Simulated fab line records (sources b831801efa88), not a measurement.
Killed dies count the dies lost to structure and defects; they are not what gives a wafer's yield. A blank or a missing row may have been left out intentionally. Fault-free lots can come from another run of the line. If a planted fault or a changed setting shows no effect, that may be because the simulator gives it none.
Matching of chambers | flow gf180mcu | GF_CONTACT_CMP_04 on cmp-01 has 4 sister chambers
The step polishes SiO2. 4 wafers are shown with their chamber, then 12 later ones without.

WAFERS, EACH WITH ITS CHAMBER
wafer  | chamber | motorCurrentA (A)
L089.4 | 2       | 13.5
L092.2 | 0       | 11.5
L092.4 | 3       | 13.8
L092.5 | 1       | 11.2

WAFERS WITHOUT THEIR CHAMBER
wafer  | motorCurrentA (A)
L094.2 | 11.8
L094.3 | 11.4
L094.4 | 12.8
L096.3 | 13.6
L096.4 | 13.3
L096.6 | 11.5
L097.1 | 11.9
L097.4 | 13.8
L097.5 | 11.2
L097.2 | 11.3
L097.3 | 14.1
L097.6 | 13.5

CHAMBER TAKEN BY EACH
wafer  | from the rows above     | in truth
L094.2 | can't be placed: 0 or 1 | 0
L094.3 | can't be placed: 0 or 1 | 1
L094.4 | can't be placed: 2 or 3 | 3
L096.3 | can't be placed: 2 or 3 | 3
L096.4 | can't be placed: 2 or 3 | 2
L096.6 | can't be placed: 0 or 1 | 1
L097.1 | can't be placed: 0 or 1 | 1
L097.4 | can't be placed: 3 or 2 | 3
L097.5 | can't be placed: 1 or 0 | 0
L097.2 | can't be placed: 1 or 0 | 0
L097.3 | can't be placed: 3 or 2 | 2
L097.6 | can't be placed: 2 or 3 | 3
Correct placement for 0 of the 12. Not placeable from these rows: 12 (in 12, the candidates include the true chamber). Number placed wrongly: 0.
How it was worked out, from the rows above alone: a wafer's distance from a chamber is the root of the sum, over the readings, of the square of ((its reading less the chamber's mean) divided by the reading's scatter). The wafer belongs to the nearest chamber; if the next one is less than 2 further off, it can't be placed. A chamber's mean is the mean of its shown wafers. The scatter (one wafer shown for each chamber): square how far every hidden wafer sits from the nearest shown wafer, average those squares and take the square root.
